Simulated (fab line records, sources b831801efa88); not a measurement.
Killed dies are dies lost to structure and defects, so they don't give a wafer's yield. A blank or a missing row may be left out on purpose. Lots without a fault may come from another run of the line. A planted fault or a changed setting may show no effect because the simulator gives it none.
Problem report in the 8D (eight disciplines) form, filled by code | flow sky130 | the parts of the form that need people (team, actions taken, sign-off) are left out

1. THE PROBLEM
developer_temp_C at SKY_LOCAL_INTERCONNECT_DEVELOP_10 reads a mean of 21.90 C on 6 wafers of 2 lots; wafers without a fault read 21.00 C with a standard deviation of 0.099. That is +9.1 standard deviations from the usual mean.
The step: develop time 60 s.
First seen on wafer L407.3, day 35 22:00, on litho_track-02. The record holds 36 wafers of 12 lots with a number at this step. Rule for "out", or "out of limits": more than 4 standard deviations from the usual mean. The other wafers with a number count as sound.

2. WHAT IT IS AND WHAT IT IS NOT
question                    | is                     | is not
which readings at this step | developer_temp_C       | -
which lots                  | L407, L413             | L396, L397, L398, L401, L402, L405, L408, L411, L412, L415
which wafers of those lots  | all that have a number | -
read on which tools         | litho_track-02         | litho_track-03, litho_track-04
when                        | from day 35 22:00      | up to then (21 sound wafers); but 9 sound wafers of L411, L412, L415 came after

3. SUSPECTS, AND WHAT RULES EACH OUT
Counting: a tool at a process step up to the reading stays a suspect if it ran every lot that is out and no sound lot after the first of them.
- rie_diel-01 at SKY_LI_CONTACT_ETCH_14 (etches BARC in N2/H2, stops on SiO2, time 45.9 s, target depth 60 nm): kept. It ran every lot that is out, first L407 (day 34 18:41), and no sound lot after that; its last sound lot up to then is L405 (day 33 21:18).
- litho_track-02 at SKY_LOCAL_INTERCONNECT_DEVELOP_10 (develop time 60 s): kept. It ran every lot that is out, first L407 (day 35 22:00), and no sound lot after that; its last sound lot up to then is L408 (day 35 20:00). Its own readings are out on those wafers: developer_temp_C.
Left after counting: rie_diel-01 at SKY_LI_CONTACT_ETCH_14, litho_track-02 at SKY_LOCAL_INTERCONNECT_DEVELOP_10.

4. THE CAUSE (what the simulator had put in)
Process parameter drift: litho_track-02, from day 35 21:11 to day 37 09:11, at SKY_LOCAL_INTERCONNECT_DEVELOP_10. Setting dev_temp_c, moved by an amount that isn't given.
Counting left 2 suspects, and this tool is among them.

5. THE CHAIN OF EFFECTS, in route order
Each row: a reading whose mean over the struck wafers that have a number lies more than 3 standard deviations from the usual. Only readings for which the record gives a usual standard deviation are gone through. hours: the time from each lot's start at the first step in this table that gives one to its start at this step, as a median over the lots. sigmas: the change in usual standard deviations.
hours | step                              | reading          | usual   | on struck wafers | change | sigmas
0     | SKY_LOCAL_INTERCONNECT_DEVELOP_10 | developer_temp_C | 21.00 C | 21.90            | +0.90  | +9.1
The process steps in it:
- SKY_LOCAL_INTERCONNECT_DEVELOP_10: develop time 60 s.

6. WHAT WOULD HAVE CAUGHT IT SOONER
In this record the first reading out of limits was taken at day 35 22:00, 1 hour after the fault began at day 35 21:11.
